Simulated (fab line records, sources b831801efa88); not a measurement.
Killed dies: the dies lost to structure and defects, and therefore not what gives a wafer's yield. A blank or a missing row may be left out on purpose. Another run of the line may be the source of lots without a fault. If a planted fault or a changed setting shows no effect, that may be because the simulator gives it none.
fab line records	flow sky130	part 1 of 2: steps 1 to 32 of 43
record: lots: 5	wafers: 15	lastDay: 50
route steps=708 shown VT_ADJUST_LVTN@109 VT_ADJUST_NCORE@119 VT_ADJUST_HVTR@131 VT_ADJUST_PCH@143
lots that met no fault: from a run of the same line without faults
startH: start of the lot's first displayed wafer, in hours after the record's first day	waitH: hours from the lot's prior step to this one	" unchanged from the row above	L1.1+2: one row covering several wafers at once	- no value, or no start given	* or withheld: withheld	< > ~ a bound
route shown NAME@n: NAME is a module with steps in the file, n the number in the route of the first one	usual: average and standard deviation across the fault-free wafers	same: alike in all rows	chamber/n: place in a boat	sites: each site's reading	_std_site: standard deviation of those values	_edge_site: inner sites' mean taken away from outer sites' mean	radiusMm: for every site, how far away it sits from the centre of the wafer	mask NAME#n: copy n	behind: the most recent tool/chamber to have shaped the wafer	hold: why the lot was held/for how many hours/how that ended	device: the n, p or np transistor that did not switch	end of line: tests run on the same wafers once the route is complete	a step given without rows: its recipe and nothing more	killed: dies lost to structure and defects at the first sort, not the wafer's yield	map: a wafer's dies, marking killed ones x, the rest . and places with no die _
set.NAME: the run value of the setting; set.NAME@STEP: its run value at that earlier step	model.NAME: the simulator's own value behind a step, which no gauge read
lots seen at some steps along the route; tables by step, rows by wafer
services: the hour from which a tool's chamber was out of use, counted from the record's first day as startH (under 0 if before that day), plus the number of hours and why
== steps ==
step: SKY_VT_ADJUST_LVTN_HMDS_12
recipe: primeTimeS: 60	primeTempC: 120
lot.wafer	tool	chamber	startH	waitH
L078.1+2+6	lithoTrack-04	0	178.09	0.1
L080.2+4+6	lithoTrack-02	0	187.06	0.1
L081.1+2+3	lithoTrack-04	0	195.49	0.1
L082.1+2+5	lithoTrack-04	0	199.39	0.1
L095.1+3+5	lithoTrack-03	0	300.07	0.1
step: SKY_VT_ADJUST_LVTN_COAT_13
recipe: resist: NOVOLAK	spinRpm: 3000	resistThkNm: 1140
lot.wafer	tool	chamber	startH	waitH
L078.1+2+6	lithoTrack-04	0	178.24	0.1
L080.2+4+6	lithoTrack-02	0	187.21	0.1
L081.1+2+3	lithoTrack-04	0	195.64	0.1
L082.1+2+5	lithoTrack-04	0	199.54	0.1
L095.1+3+5	lithoTrack-03	0	300.22	0.1
step: SKY_VT_ADJUST_LVTN_SOFTBAKE_14
recipe: tempC: 90	timeS: 60	resist: NOVOLAK
usual: plateTempC: 90.03/0.13
lot.wafer	tool	chamber	startH	waitH	plateTempC
L078.1	lithoTrack-04	0	178.39	0.1	90.05
L078.2	"	0	"	"	89.82
L078.6	"	0	"	"	90.11
L080.2	lithoTrack-02	0	187.36	0.1	90.01
L080.4	"	0	"	"	90.16
L080.6	"	0	"	"	89.97
L081.1	lithoTrack-04	0	195.79	0.1	89.94
L081.2	"	0	"	"	89.98
L081.3	"	0	"	"	89.90
L082.1	lithoTrack-04	0	199.69	0.1	90.06
L082.2	"	0	"	"	90.19
L082.5	"	0	"	"	90.10
L095.1	lithoTrack-03	0	300.37	0.1	90.03
L095.3	"	0	"	"	90.06
L095.5	"	0	"	"	89.81
step: SKY_VT_ADJUST_LVTN_EXPOSE_15
recipe: maskId: HVN_STD_DERIVED	na: 0.6	sourceShape: conventional	sigmaOuter: 0.6	polarization: unpolarized	targetCdNm: 600	doseMj: 163
lot.wafer	tool	chamber	startH	waitH	mask
L078.1+2+6	ilineStepper-02	0	-	-	HVN_STD_DERIVED#0
L080.2+4+6	ilineStepper-01	0	-	-	HVN_STD_DERIVED#0
L081.1+2+3	ilineStepper-01	0	-	-	HVN_STD_DERIVED#0
L082.1+2+5	ilineStepper-01	0	-	-	HVN_STD_DERIVED#0
L095.1+3+5	ilineStepper-01	0	-	-	HVN_STD_DERIVED#0
step: SKY_VT_ADJUST_LVTN_PEB_16
recipe: tempC: withheld	timeS: *	resist: NOVOLAK
lot.wafer	tool	chamber	startH	waitH
L078.1+2+6	lithoTrack-03	0	-	-
L080.2+4+6	lithoTrack-02	0	-	-
L081.1+2+3	lithoTrack-03	0	-	-
L082.1+2+5	lithoTrack-04	0	-	-
L095.1+3+5	lithoTrack-03	0	-	-
step: SKY_VT_ADJUST_LVTN_DEVELOP_17
recipe: resist: NOVOLAK	developer: TMAH	developTimeS: 60	devTempC: 23
lot.wafer	tool	chamber	startH	waitH
L078.1+2+6	lithoTrack-03	0	187.72	0.1
L080.2+4+6	lithoTrack-02	0	197.31	0.1
L081.1+2+3	lithoTrack-03	0	206.02	0.1
L082.1+2+5	lithoTrack-04	0	209.99	0.1
L095.1+3+5	lithoTrack-03	0	313.47	0.1
step: SKY_VT_ADJUST_LVTN_OVL_MEAS_18
usual: VT_ADJUST_LVTN_01_OVL: 0.2/1.3
lot.wafer	tool	chamber	startH	waitH	VT_ADJUST_LVTN_01_OVL[nm]
L078.1	overlay-02	-	187.87	0.1	0.2
L078.2	"	-	"	"	-0.5
L078.6	"	-	"	"	-1.8
L080.2	overlay-01	-	197.44	0.1	2.3
L080.4	"	-	"	"	1.5
L080.6	"	-	"	"	1.3
L081.1	overlay-01	-	206.17	0.1	0.5
L081.2	"	-	"	"	2.5
L081.3	"	-	"	"	0.8
L082.1	overlay-01	-	210.14	0.1	0.2
L082.2	"	-	"	"	0.8
L082.5	"	-	"	"	1.2
L095.1	overlay-02	-	313.62	0.1	-1.0
L095.3	"	-	"	"	0.0
L095.5	"	-	"	"	-0.8
step: SKY_VT_ADJUST_LVTN_IMPLANT_19
recipe: species: B	energyKev: 30	doseCm2: 6.5e+11	tiltDeg: withheld
usual: faradayCurrentUA: 3.68/0.077
lot.wafer	tool	chamber	startH	waitH	faradayCurrentUA
L078.1	implanter-04	0	187.91	0.0	3.62
L078.2	"	0	"	"	3.71
L078.6	"	0	"	"	3.68
L080.2	implanter-04	0	197.50	0.0	3.65
L080.4	"	0	"	"	3.60
L080.6	"	0	"	"	3.74
L081.1	implanter-04	0	206.21	0.0	3.76
L081.2	"	0	"	"	3.68
L081.3	"	0	"	"	3.70
L082.1	implanter-01	0	210.18	0.0	3.62
L082.2	"	0	"	"	3.69
L082.5	"	0	"	"	3.79
L095.1	implanter-03	0	313.66	0.0	3.65
L095.3	"	0	"	"	3.71
L095.5	"	0	"	"	3.65
step: SKY_VT_ADJUST_LVTN_STRIP_20
recipe: chemistry: O2/N2	powerW: 1400	pressureMtorr: 1500	platenTempC: withheld	o2FlowSccm: 3000	n2FlowSccm: 300	overashFraction: 0.5
usual: drypumpMotorCurrentA: 5.8/0.36	oesProductAu: 0.716/0.0047	stripTimeToEndpointS: 14.17/0.043
lot.wafer	tool	chamber	startH	waitH	drypumpMotorCurrentA	oesProductAu	rfHoursCounterH	stripTimeToEndpointS
L078.1	plasmaAsher-02	1	188.06	0.1	5.6	0.713	37	14.19
L078.2	"	0	"	"	6.2	0.711	37	14.18
L078.6	"	0	"	"	6.2	0.716	-	14.17
L080.2	plasmaAsher-04	0	197.62	0.1	6.0	0.717	51	14.19
L080.4	"	1	"	"	5.4	0.716	-	14.18
L080.6	"	1	"	"	5.4	0.713	-	14.20
L081.1	plasmaAsher-02	0	206.36	0.1	6.2	0.723	39	14.17
L081.2	"	1	"	"	5.6	0.714	39	14.16
L081.3	"	0	"	"	6.2	0.718	-	14.19
L082.1	plasmaAsher-02	0	210.33	0.1	6.2	0.715	39	14.20
L082.2	"	1	"	"	5.6	0.717	39	14.20
L082.5	"	0	"	"	6.2	0.714	-	14.16
L095.1	plasmaAsher-03	1	313.81	0.1	5.4	0.718	19	14.19
L095.3	"	1	"	"	5.3	0.712	-	14.24
L095.5	"	1	"	"	5.4	0.721	-	14.23
step: SKY_VT_ADJUST_LVTN_TW_MEAS_21
usual: VT_ADJUST_LVTN_2_TW: 187.6/1.3
lot.wafer	tool	chamber	startH	waitH	VT_ADJUST_LVTN_2_TW
L078.1	filmMetro-03	-	188.16	0.1	185.5
L078.2	"	-	"	"	186.1
L078.6	"	-	"	"	185.3
L080.2	filmMetro-02	-	197.73	0.1	186.8
L080.4	"	-	"	"	187.8
L080.6	"	-	"	"	187.5
L081.1	filmMetro-04	-	206.46	0.1	188.5
L081.2	"	-	"	"	187.7
L081.3	"	-	"	"	188.0
L082.1	filmMetro-03	-	210.43	0.1	186.9
L082.2	"	-	"	"	185.9
L082.5	"	-	"	"	186.7
L095.1	filmMetro-04	-	313.91	0.1	189.8
L095.3	"	-	"	"	189.2
L095.5	"	-	"	"	189.9
step: SKY_VT_ADJUST_NCORE_DEHYDRATE_00
recipe: tempC: 200	timeS: 60
usual: plateTempC: 199.96/0.16
lot.wafer	tool	chamber	startH	waitH	plateTempC
L078.1	lithoTrack-01	0	197.41	9.2	200.00
L078.2	"	0	"	"	200.25
L078.6	"	0	"	"	200.17
L080.2	lithoTrack-01	0	207.14	9.4	200.03
L080.4	"	0	"	"	199.95
L080.6	"	0	"	"	200.00
L081.1	lithoTrack-02	0	216.94	10.5	199.95
L081.2	"	0	"	"	199.84
L081.3	"	0	"	"	199.79
L082.1	lithoTrack-04	0	221.14	10.7	199.91
L082.2	"	0	"	"	200.13
L082.5	"	0	"	"	199.91
L095.1	lithoTrack-04	0	326.34	12.4	199.43
L095.3	"	0	"	"	199.77
L095.5	"	0	"	"	199.66
step: SKY_VT_ADJUST_NCORE_HMDS_01
recipe: primeTimeS: 60	primeTempC: 120
lot.wafer	tool	chamber	startH	waitH
L078.1+2+6	lithoTrack-01	0	197.56	0.1
L080.2+4+6	lithoTrack-01	0	207.29	0.1
L081.1+2+3	lithoTrack-02	0	217.09	0.1
L082.1+2+5	lithoTrack-04	0	221.29	0.1
L095.1+3+5	lithoTrack-04	0	326.49	0.1
step: SKY_VT_ADJUST_NCORE_COAT_02
recipe: resist: NOVOLAK	spinRpm: 3000	resistThkNm: 1140
lot.wafer	tool	chamber	startH	waitH
L078.1+2+6	lithoTrack-01	0	197.71	0.1
L080.2+4+6	lithoTrack-01	0	207.44	0.1
L081.1+2+3	lithoTrack-02	0	217.24	0.1
L082.1+2+5	lithoTrack-04	0	221.44	0.1
L095.1+3+5	lithoTrack-04	0	326.64	0.1
step: SKY_VT_ADJUST_NCORE_SOFTBAKE_03
recipe: tempC: 90	timeS: 60	resist: NOVOLAK
usual: plateTempC: 90.03/0.13
lot.wafer	tool	chamber	startH	waitH	plateTempC
L078.1	lithoTrack-01	0	197.86	0.1	90.34
L078.2	"	0	"	"	90.13
L078.6	"	0	"	"	90.16
L080.2	lithoTrack-01	0	207.59	0.1	90.33
L080.4	"	0	"	"	90.08
L080.6	"	0	"	"	90.14
L081.1	lithoTrack-02	0	217.39	0.1	89.78
L081.2	"	0	"	"	89.88
L081.3	"	0	"	"	90.21
L082.1	lithoTrack-04	0	221.59	0.1	90.00
L082.2	"	0	"	"	89.93
L082.5	"	0	"	"	89.87
L095.1	lithoTrack-04	0	326.79	0.1	90.04
L095.3	"	0	"	"	90.10
L095.5	"	0	"	"	90.20
step: SKY_VT_ADJUST_NCORE_EXPOSE_04
recipe: maskId: LVTN_COMPLEMENT_THIN	na: 0.6	sourceShape: conventional	sigmaOuter: 0.6	polarization: unpolarized	targetCdNm: 380	doseMj: 139
lot.wafer	tool	chamber	startH	waitH	mask
L078.1+2+6	ilineStepper-01	0	-	-	LVTN_COMPLEMENT_THIN#0
L080.2+4+6	ilineStepper-02	0	-	-	LVTN_COMPLEMENT_THIN#0
L081.1+2+3	ilineStepper-01	0	-	-	LVTN_COMPLEMENT_THIN#0
L082.1+2+5	ilineStepper-01	0	-	-	LVTN_COMPLEMENT_THIN#0
L095.1+3+5	ilineStepper-02	0	-	-	LVTN_COMPLEMENT_THIN#0
step: SKY_VT_ADJUST_NCORE_PEB_05
recipe: tempC: withheld	timeS: *	resist: NOVOLAK
lot.wafer	tool	chamber	startH	waitH
L078.1+2+6	lithoTrack-02	0	-	-
L080.2+4+6	lithoTrack-04	0	-	-
L081.1+2+3	lithoTrack-01	0	-	-
L082.1+2+5	lithoTrack-02	0	-	-
L095.1+3+5	lithoTrack-04	0	-	-
step: SKY_VT_ADJUST_NCORE_DEVELOP_06
recipe: resist: NOVOLAK	developer: TMAH	developTimeS: 60	devTempC: 23
lot.wafer	tool	chamber	startH	waitH
L078.1+2+6	lithoTrack-02	0	208.34	0.1
L080.2+4+6	lithoTrack-04	0	218.62	0.1
L081.1+2+3	lithoTrack-01	0	227.96	0.1
L082.1+2+5	lithoTrack-02	0	233.14	0.1
L095.1+3+5	lithoTrack-04	0	340.09	0.1
step: SKY_VT_ADJUST_NCORE_CD_MEAS_07
recipe: targetCdNm: 380
usual: cdNm: 380.8/2.4
lot.wafer	tool	chamber	startH	waitH	cdNm
L078.1	cdSem-01	-	208.49	0.1	383.5
L078.2	"	-	"	"	382.4
L078.6	"	-	"	"	382.2
L080.2	cdSem-01	-	218.76	0.1	382.0
L080.4	"	-	"	"	380.6
L080.6	"	-	"	"	378.7
L081.1	cdSem-02	-	228.11	0.1	383.6
L081.2	"	-	"	"	384.2
L081.3	"	-	"	"	382.9
L082.1	cdSem-01	-	233.29	0.1	382.3
L082.2	"	-	"	"	384.1
L082.5	"	-	"	"	384.1
L095.1	cdSem-02	-	340.24	0.1	379.0
L095.3	"	-	"	"	378.9
L095.5	"	-	"	"	380.7
step: SKY_VT_ADJUST_NCORE_OVL_MEAS_08
usual: VT_ADJUST_NCORE_OVL: -0.8/1.4
lot.wafer	tool	chamber	startH	waitH	VT_ADJUST_NCORE_OVL[nm]
L078.1	overlay-01	-	208.61	0.1	-0.9
L078.2	"	-	"	"	-1.3
L078.6	"	-	"	"	-0.4
L080.2	overlay-01	-	218.87	0.1	2.2
L080.4	"	-	"	"	1.0
L080.6	"	-	"	"	1.0
L081.1	overlay-02	-	228.23	0.1	-1.3
L081.2	"	-	"	"	-1.0
L081.3	"	-	"	"	-1.2
L082.1	overlay-02	-	233.41	0.1	-0.2
L082.2	"	-	"	"	-0.3
L082.5	"	-	"	"	-1.3
L095.1	overlay-01	-	340.36	0.1	0.9
L095.3	"	-	"	"	0.5
L095.5	"	-	"	"	1.4
step: SKY_VT_ADJUST_NCORE_IMPLANT_09
recipe: species: B	energyKev: 10	doseCm2: 2.4e+12	tiltDeg: withheld
usual: faradayCurrentUA: 13.55/0.28
lot.wafer	tool	chamber	startH	waitH	faradayCurrentUA
L078.1	implanter-04	0	208.64	0.0	13.34
L078.2	"	0	"	"	13.69
L078.6	"	0	"	"	13.25
L080.2	implanter-04	0	218.92	0.0	13.33
L080.4	"	0	"	"	13.46
L080.6	"	0	"	"	14.03
L081.1	implanter-01	0	228.27	0.0	13.22
L081.2	"	0	"	"	13.30
L081.3	"	0	"	"	13.63
L082.1	implanter-02	0	233.44	0.0	13.32
L082.2	"	0	"	"	13.27
L082.5	"	0	"	"	13.85
L095.1	implanter-02	0	340.40	0.0	13.80
L095.3	"	0	"	"	13.72
L095.5	"	0	"	"	13.63
step: SKY_VT_ADJUST_NCORE_STRIP_10
recipe: chemistry: O2/N2	powerW: 1400	pressureMtorr: 1500	platenTempC: withheld	o2FlowSccm: 3000	n2FlowSccm: 300	overashFraction: 0.5
usual: drypumpMotorCurrentA: 5.7/0.56	oesProductAu: 0.716/0.0041	stripTimeToEndpointS: 14.17/0.049
lot.wafer	tool	chamber	startH	waitH	drypumpMotorCurrentA	oesProductAu	rfHoursCounterH	stripTimeToEndpointS
L078.1	plasmaAsher-02	0	208.79	0.1	6.2	0.716	39	14.19
L078.2	"	1	"	"	5.6	0.709	39	14.14
L078.6	"	0	"	"	6.2	0.720	-	14.20
L080.2	plasmaAsher-03	1	219.05	0.1	5.3	0.715	10	14.10
L080.4	"	0	"	"	6.2	0.720	-	14.08
L080.6	"	0	"	"	6.2	0.724	-	14.15
L081.1	plasmaAsher-01	0	228.42	0.1	6.3	0.712	54	14.14
L081.2	"	1	"	"	4.8	0.721	54	14.14
L081.3	"	1	"	"	4.8	0.716	-	14.17
L082.1	plasmaAsher-01	1	233.59	0.1	4.8	0.710	54	14.20
L082.2	"	0	"	"	6.3	0.718	54	14.20
L082.5	"	0	"	"	6.3	0.722	-	14.23
L095.1	plasmaAsher-03	1	340.55	0.1	5.3	0.713	21	14.26
L095.3	"	0	"	"	6.2	0.722	-	14.19
L095.5	"	0	"	"	6.2	0.712	-	14.20
step: SKY_VT_ADJUST_NCORE_TW_MEAS_11
usual: VT_ADJUST_NCORE_TW: 218.4/2
lot.wafer	tool	chamber	startH	waitH	VT_ADJUST_NCORE_TW
L078.1	filmMetro-03	-	208.89	0.1	217.2
L078.2	"	-	"	"	216.8
L078.6	"	-	"	"	217.1
L080.2	filmMetro-03	-	219.16	0.1	216.6
L080.4	"	-	"	"	216.6
L080.6	"	-	"	"	218.9
L081.1	filmMetro-03	-	228.52	0.1	215.8
L081.2	"	-	"	"	216.3
L081.3	"	-	"	"	217.1
L082.1	filmMetro-04	-	233.69	0.1	220.7
L082.2	"	-	"	"	221.2
L082.5	"	-	"	"	221.2
L095.1	filmMetro-04	-	340.65	0.1	219.9
L095.3	"	-	"	"	220.4
L095.5	"	-	"	"	218.7
step: SKY_VT_ADJUST_HVTR_DEHYDRATE_00
recipe: tempC: 200	timeS: 60
usual: plateTempC: 199.97/0.17
lot.wafer	tool	chamber	startH	waitH	plateTempC
L078.1	lithoTrack-01	0	219.56	10.7	199.81
L078.2	"	0	"	"	199.66
L078.6	"	0	"	"	199.97
L080.2	lithoTrack-01	0	229.99	10.8	199.99
L080.4	"	0	"	"	200.02
L080.6	"	0	"	"	199.95
L081.1	lithoTrack-01	0	239.31	10.8	200.04
L081.2	"	0	"	"	200.12
L081.3	"	0	"	"	199.97
L082.1	lithoTrack-03	0	245.17	11.5	199.78
L082.2	"	0	"	"	199.80
L082.5	"	0	"	"	199.69
L095.1	lithoTrack-03	0	353.92	13.3	199.61
L095.3	"	0	"	"	200.06
L095.5	"	0	"	"	199.79
step: SKY_VT_ADJUST_HVTR_HMDS_01
recipe: primeTimeS: 60	primeTempC: 120
lot.wafer	tool	chamber	startH	waitH
L078.1+2+6	lithoTrack-01	0	219.71	0.1
L080.2+4+6	lithoTrack-01	0	230.14	0.1
L081.1+2+3	lithoTrack-01	0	239.46	0.1
L082.1+2+5	lithoTrack-03	0	245.32	0.1
L095.1+3+5	lithoTrack-03	0	354.07	0.1
step: SKY_VT_ADJUST_HVTR_COAT_02
recipe: resist: NOVOLAK	spinRpm: 3000	resistThkNm: 1140
lot.wafer	tool	chamber	startH	waitH
L078.1+2+6	lithoTrack-01	0	219.86	0.1
L080.2+4+6	lithoTrack-01	0	230.29	0.1
L081.1+2+3	lithoTrack-01	0	239.61	0.1
L082.1+2+5	lithoTrack-03	0	245.47	0.1
L095.1+3+5	lithoTrack-03	0	354.22	0.1
step: SKY_VT_ADJUST_HVTR_SOFTBAKE_03
recipe: tempC: 90	timeS: 60	resist: NOVOLAK
usual: plateTempC: 89.98/0.12
lot.wafer	tool	chamber	startH	waitH	plateTempC
L078.1	lithoTrack-01	0	220.01	0.1	89.99
L078.2	"	0	"	"	90.09
L078.6	"	0	"	"	89.89
L080.2	lithoTrack-01	0	230.44	0.1	89.83
L080.4	"	0	"	"	89.97
L080.6	"	0	"	"	89.95
L081.1	lithoTrack-01	0	239.76	0.1	89.98
L081.2	"	0	"	"	90.16
L081.3	"	0	"	"	90.05
L082.1	lithoTrack-03	0	245.62	0.1	89.93
L082.2	"	0	"	"	90.06
L082.5	"	0	"	"	90.09
L095.1	lithoTrack-03	0	354.37	0.1	89.95
L095.3	"	0	"	"	89.80
L095.5	"	0	"	"	89.90
step: SKY_VT_ADJUST_HVTR_EXPOSE_04
recipe: maskId: HVTRM	targetCdNm: 380	na: 0.6	sourceShape: conventional	sigmaOuter: 0.6	doseMj: 150
lot.wafer	tool	chamber	startH	waitH	mask
L078.1+2+6	ilineStepper-01	0	-	-	HVTRM#0
L080.2+4+6	ilineStepper-02	0	-	-	HVTRM#0
L081.1+2+3	ilineStepper-02	0	-	-	HVTRM#0
L082.1+2+5	ilineStepper-01	0	-	-	HVTRM#0
L095.1+3+5	ilineStepper-01	0	-	-	HVTRM#0
step: SKY_VT_ADJUST_HVTR_PEB_05
recipe: tempC: withheld	timeS: *	resist: NOVOLAK
lot.wafer	tool	chamber	startH	waitH
L078.1+2+6	lithoTrack-01	0	-	-
L080.2+4+6	lithoTrack-02	0	-	-
L081.1+2+3	lithoTrack-03	0	-	-
L082.1+2+5	lithoTrack-02	0	-	-
L095.1+3+5	lithoTrack-03	0	-	-
step: SKY_VT_ADJUST_HVTR_DEVELOP_06
recipe: developTimeS: 60	devTempC: 23
lot.wafer	tool	chamber	startH	waitH
L078.1+2+6	lithoTrack-01	0	231.31	0.1
L080.2+4+6	lithoTrack-02	0	241.71	0.1
L081.1+2+3	lithoTrack-03	0	250.52	0.1
L082.1+2+5	lithoTrack-02	0	257.64	0.1
L095.1+3+5	lithoTrack-03	0	368.32	0.1
step: SKY_VT_ADJUST_HVTR_CD_MEAS_07
recipe: targetCdNm: 380
usual: cdNm: 380/3.3
lot.wafer	tool	chamber	startH	waitH	cdNm
L078.1	cdSem-02	-	231.46	0.1	377
L078.2	"	-	"	"	376
L078.6	"	-	"	"	376
L080.2	cdSem-01	-	241.86	0.1	380
L080.4	"	-	"	"	377
L080.6	"	-	"	"	381
L081.1	cdSem-02	-	250.67	0.1	378
L081.2	"	-	"	"	377
L081.3	"	-	"	"	379
L082.1	cdSem-02	-	257.79	0.1	380
L082.2	"	-	"	"	380
L082.5	"	-	"	"	379
L095.1	cdSem-02	-	368.47	0.1	379
L095.3	"	-	"	"	376
L095.5	"	-	"	"	375
step: SKY_VT_ADJUST_HVTR_OVL_MEAS_08
usual: VT_ADJUST_HVTR_OVL: 0.2/1.2
lot.wafer	tool	chamber	startH	waitH	VT_ADJUST_HVTR_OVL[nm]
L078.1	overlay-01	-	231.58	0.1	-0.9
L078.2	"	-	"	"	-0.9
L078.6	"	-	"	"	-2.5
L080.2	overlay-01	-	241.96	0.1	-2.7
L080.4	"	-	"	"	-1.7
L080.6	"	-	"	"	-1.3
L081.1	overlay-01	-	250.79	0.1	0.7
L081.2	"	-	"	"	0.7
L081.3	"	-	"	"	1.8
L082.1	overlay-02	-	257.91	0.1	1.0
L082.2	"	-	"	"	1.3
L082.5	"	-	"	"	0.8
L095.1	overlay-01	-	368.59	0.1	0.0
L095.3	"	-	"	"	0.7
L095.5	"	-	"	"	-0.4
step: SKY_VT_ADJUST_HVTR_IMPLANT_09
recipe: species: B	energyKev: 10	doseCm2: 2.1e+12	tiltDeg: withheld
usual: faradayCurrentUA: 11.82/0.25
lot.wafer	tool	chamber	startH	waitH	faradayCurrentUA
L078.1	implanter-01	0	231.62	0.0	11.99
L078.2	"	0	"	"	11.87
L078.6	"	0	"	"	11.98
L080.2	implanter-03	0	242.02	0.0	11.37
L080.4	"	0	"	"	11.81
L080.6	"	0	"	"	11.68
L081.1	implanter-01	0	250.83	0.0	11.54
L081.2	"	0	"	"	11.83
L081.3	"	0	"	"	11.84
L082.1	implanter-03	0	257.94	0.0	11.78
L082.2	"	0	"	"	11.75
L082.5	"	0	"	"	12.09
L095.1	implanter-03	0	368.63	0.0	11.64
L095.3	"	0	"	"	11.87
L095.5	"	0	"	"	11.75
